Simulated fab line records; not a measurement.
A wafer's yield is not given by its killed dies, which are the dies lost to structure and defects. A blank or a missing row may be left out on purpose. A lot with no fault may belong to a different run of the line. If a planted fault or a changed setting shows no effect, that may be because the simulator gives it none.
The tool behind it: which one? :: flow sky130 :: 36 wafers from 12 lots sampled at 5 of the route's 708 steps

== WHAT THE GAUGES READ, wafer by wafer ==
SKY_SD_P_TW_MEAS_11. Usual: SD_P_TW 2817, standard deviation 19.
lot: L517
measured: day 25 13:54
on: film-metro-03
SD_P_TW: 2822 2831 2831
flag: 

lot: L518
measured: day 25 22:47
on: film-metro-01
SD_P_TW: 2845 2828 2834
flag: 

lot: L520
measured: day 26 21:15
on: film-metro-02
SD_P_TW: 2793 2788 2800
flag: 

lot: L521
measured: day 26 23:27
on: film-metro-03
SD_P_TW: 2813 2804 2814
flag: 

lot: L522
measured: day 27 11:38
on: film-metro-02
SD_P_TW: 2800 2799 2791
flag: 

lot: L526
measured: day 28 20:14
on: film-metro-02
SD_P_TW: 2786 2798 2797
flag: 

lot: L528
measured: day 29 12:36
on: film-metro-03
SD_P_TW: 2830 2831 2834
flag: 

lot: L530
measured: day 30 07:07
on: film-metro-03
SD_P_TW: 2839 2830 2826
flag: 

lot: L535
measured: day 31 16:34
on: film-metro-01
SD_P_TW: 2813 2813 2812
flag: 

lot: L537
measured: day 32 09:47
on: film-metro-01
SD_P_TW: 2829 2824 2828
flag: 

lot: L539
measured: day 33 12:17
on: film-metro-02
SD_P_TW: 2796 2778 2780
flag: 

lot: L540
measured: day 33 20:19
on: film-metro-02
SD_P_TW: 2788 2778 2785
flag: 

SKY_SD_N_CD_MEAS_07: the cd target is 380 nm. Usual: cd-nm reads 380.2 nm (standard deviation 2.1).
lot: L517
measured: day 27 23:35
on: cd-sem-02
cd-nm (nm): 379.7 378.5 377.8
flag: 

lot: L518
measured: day 28 08:47
on: cd-sem-01
cd-nm (nm): 382.2 379.1 381.4
flag: 

lot: L520
measured: day 29 05:55
on: cd-sem-01
cd-nm (nm): 385.0 385.9 382.9
flag: 

lot: L521
measured: day 29 08:23
on: cd-sem-02
cd-nm (nm): 378.9 378.5 378.5
flag: 

lot: L522
measured: day 29 20:09
on: cd-sem-01
cd-nm (nm): 377.6 380.3 377.3
flag: 

lot: L526
measured: day 31 03:55
on: cd-sem-01
cd-nm (nm): 380.4 381.3 380.8
flag: 

lot: L528
measured: day 31 19:18
on: cd-sem-01
cd-nm (nm): 378.6 380.4 379.4
flag: 

lot: L530
measured: day 32 15:08
on: cd-sem-02
cd-nm (nm): 383.4 381.1 384.2
flag: 

lot: L535
measured: day 33 21:14
on: cd-sem-02
cd-nm (nm): 381.6 381.8 383.7
flag: 

lot: L537
measured: day 34 14:47
on: cd-sem-02
cd-nm (nm): 378.8 379.7 379.7
flag: 

lot: L539
measured: day 35 16:21
on: cd-sem-01
cd-nm (nm): 378.1 376.5 378.9
flag: 

lot: L540
measured: day 36 00:17
on: cd-sem-02
cd-nm (nm): 381.9 383.1 379.6
flag: 

SKY_SD_N_RS_MEAS_16: measurement is done with a four-point probe. Usual: SD_N_RS 68.47 ohm/sq, standard deviation 0.1.
lot: L517
measured: day 28 00:26
on: film-metro-02
SD_N_RS (ohm/sq): 68.46 68.59 68.52
flag: 

lot: L518
measured: day 28 09:38
on: film-metro-01
SD_N_RS (ohm/sq): 68.24 68.34 68.35
flag: 

lot: L520
measured: day 29 06:45
on: film-metro-02
SD_N_RS (ohm/sq): 68.50 68.53 68.40
flag: 

lot: L521
measured: day 29 09:13
on: film-metro-02
SD_N_RS (ohm/sq): 68.49 68.28 68.56
flag: 

lot: L522
measured: day 29 21:00
on: film-metro-01
SD_N_RS (ohm/sq): 68.40 68.60 68.43
flag: 

lot: L526
measured: day 31 04:45
on: film-metro-01
SD_N_RS (ohm/sq): 68.47 68.50 68.49
flag: 

lot: L528
measured: day 31 20:08
on: film-metro-02
SD_N_RS (ohm/sq): 71.12 71.14 71.22
flag: OFF

lot: L530
measured: day 32 15:59
on: film-metro-01
SD_N_RS (ohm/sq): 71.12 71.05 71.36
flag: OFF

lot: L535
measured: day 33 22:04
on: film-metro-02
SD_N_RS (ohm/sq): 68.36 68.40 68.34
flag: 

lot: L537
measured: day 34 15:40
on: film-metro-03
SD_N_RS (ohm/sq): 68.43 68.41 68.36
flag: 

lot: L539
measured: day 35 17:12
on: film-metro-02
SD_N_RS (ohm/sq): 68.39 68.43 68.53
flag: 

lot: L540
measured: day 36 01:08
on: film-metro-01
SD_N_RS (ohm/sq): 68.44 68.54 68.60
flag: 

SKY_SD_N_RS_MEAS_17: measurement is done with a four-point probe. Usual: SD_P_RS 147.0 ohm/sq, standard deviation 0.33.
lot: L517
measured: day 28 00:33
on: film-metro-02
SD_P_RS (ohm/sq): 146.7 146.7 146.7
flag: 

lot: L518
measured: day 28 09:45
on: film-metro-01
SD_P_RS (ohm/sq): 146.9 147.0 146.8
flag: 

lot: L520
measured: day 29 06:52
on: film-metro-02
SD_P_RS (ohm/sq): 147.2 146.9 146.8
flag: 

lot: L521
measured: day 29 09:20
on: film-metro-02
SD_P_RS (ohm/sq): 147.0 147.1 147.0
flag: 

lot: L522
measured: day 29 21:07
on: film-metro-01
SD_P_RS (ohm/sq): 146.9 147.1 146.4
flag: 

lot: L526
measured: day 31 04:52
on: film-metro-01
SD_P_RS (ohm/sq): 146.7 146.6 146.2
flag: 

lot: L528
measured: day 31 20:16
on: film-metro-02
SD_P_RS (ohm/sq): 162.1 162.0 161.9
flag: OFF

lot: L530
measured: day 32 16:06
on: film-metro-01
SD_P_RS (ohm/sq): 161.9 161.3 162.0
flag: OFF

lot: L535
measured: day 33 22:11
on: film-metro-02
SD_P_RS (ohm/sq): 146.6 146.4 147.1
flag: 

lot: L537
measured: day 34 15:47
on: film-metro-03
SD_P_RS (ohm/sq): 147.0 146.6 146.9
flag: 

lot: L539
measured: day 35 17:19
on: film-metro-02
SD_P_RS (ohm/sq): 146.9 146.6 146.4
flag: 

lot: L540
measured: day 36 01:16
on: film-metro-01
SD_P_RS (ohm/sq): 146.6 146.6 147.0
flag: 

== EACH LOT AND THE TOOL THAT RAN IT (in order: tool; ch and the chambers of the sampled wafers; start) ==
lot: L517
SKY_SD_N_RTA_14: rtp-anneal-01 ch 0, day 28 00:16

lot: L518
SKY_SD_N_RTA_14: rtp-anneal-02 ch 0, day 28 09:28

lot: L520
SKY_SD_N_RTA_14: rtp-anneal-02 ch 0, day 29 06:34

lot: L521
SKY_SD_N_RTA_14: rtp-anneal-01 ch 0, day 29 09:02

lot: L522
SKY_SD_N_RTA_14: rtp-anneal-02 ch 0, day 29 20:50

lot: L526
SKY_SD_N_RTA_14: rtp-anneal-02 ch 0, day 31 04:34

lot: L528
SKY_SD_N_RTA_14: rtp-anneal-02 ch 0, day 31 19:58

lot: L530
SKY_SD_N_RTA_14: rtp-anneal-02 ch 0, day 32 15:46

lot: L535
SKY_SD_N_RTA_14: rtp-anneal-01 ch 0, day 33 21:53

lot: L537
SKY_SD_N_RTA_14: rtp-anneal-01 ch 0, day 34 15:30

lot: L539
SKY_SD_N_RTA_14: rtp-anneal-01 ch 0, day 35 17:01

lot: L540
SKY_SD_N_RTA_14: rtp-anneal-02 ch 0, day 36 00:56
- SKY_SD_N_RTA_14: time 2 s.

== AS READ BY THE TOOLS THEMSELVES (means over the sampled wafers that have a number; for cases with no such wafer, the mark the record gives instead) ==
SKY_SD_N_RTA_14. Usual: lamp-power-pct 15.74 %, standard deviation 0.053; ramp-up-c-per-s 150.00, standard deviation 0.026; wafer_temp_C_max 1078.0, standard deviation 1.3.
lot: L517
tool: rtp-anneal-01
lamp-power-pct (%): 15.78
ramp-up-c-per-s: 149.99
wafer_temp_C_max: 1078.8
flag: 

lot: L518
tool: rtp-anneal-02
lamp-power-pct (%): 15.83
ramp-up-c-per-s: 150.00
wafer_temp_C_max: 1077.6
flag: 

lot: L520
tool: rtp-anneal-02
lamp-power-pct (%): 15.71
ramp-up-c-per-s: 149.98
wafer_temp_C_max: 1077.8
flag: 

lot: L521
tool: rtp-anneal-01
lamp-power-pct (%): 15.71
ramp-up-c-per-s: 149.99
wafer_temp_C_max: 1077.8
flag: 

lot: L522
tool: rtp-anneal-02
lamp-power-pct (%): 15.74
ramp-up-c-per-s: 150.01
wafer_temp_C_max: 1078.2
flag: 

lot: L526
tool: rtp-anneal-02
lamp-power-pct (%): 15.74
ramp-up-c-per-s: 150.01
wafer_temp_C_max: 1077.0
flag: 

lot: L528
tool: rtp-anneal-02
lamp-power-pct (%): 15.73
ramp-up-c-per-s: 150.00
wafer_temp_C_max: 1078.5
flag: 

lot: L530
tool: rtp-anneal-02
lamp-power-pct (%): 15.73
ramp-up-c-per-s: 150.01
wafer_temp_C_max: 1076.7
flag: 

lot: L535
tool: rtp-anneal-01
lamp-power-pct (%): 15.73
ramp-up-c-per-s: 150.00
wafer_temp_C_max: 1077.2
flag: 

lot: L537
tool: rtp-anneal-01
lamp-power-pct (%): 15.75
ramp-up-c-per-s: 149.96
wafer_temp_C_max: 1079.4
flag: 

lot: L539
tool: rtp-anneal-01
lamp-power-pct (%): 15.70
ramp-up-c-per-s: 149.99
wafer_temp_C_max: 1078.0
flag: 

lot: L540
tool: rtp-anneal-02
lamp-power-pct (%): 15.77
ramp-up-c-per-s: 149.99
wafer_temp_C_max: 1077.5
flag: 

== THE ANSWER, worked out from the rows above alone ==
Rule: a lot counts as off when the mean over its wafers that have a number is more than 3 standard deviations away from the usual mean. Also off: a lot with no number at a reading for which 4 or more lots have one. Any other lot the step has rows for is counted as sound. After the gauges, taken in route order, come the tools' own readings; for these a lot's mean is taken, as printed above. The first step at which some lot is off is used, and at that step the reading that is off furthest; a lot without a number counts as furthest.
Off: L528, L530, at SKY_SD_N_RS_MEAS_16 (SD_N_RS).
A tool fits if, at a process step before that reading, it ran every lot that is off, and no sound lot after the first of them. The gauges at SKY_SD_N_RS_MEAS_16 are tried like those tools. No candidate that was tried fits.

== WHAT HAD BEEN PUT IN BY THE SIMULATOR ==
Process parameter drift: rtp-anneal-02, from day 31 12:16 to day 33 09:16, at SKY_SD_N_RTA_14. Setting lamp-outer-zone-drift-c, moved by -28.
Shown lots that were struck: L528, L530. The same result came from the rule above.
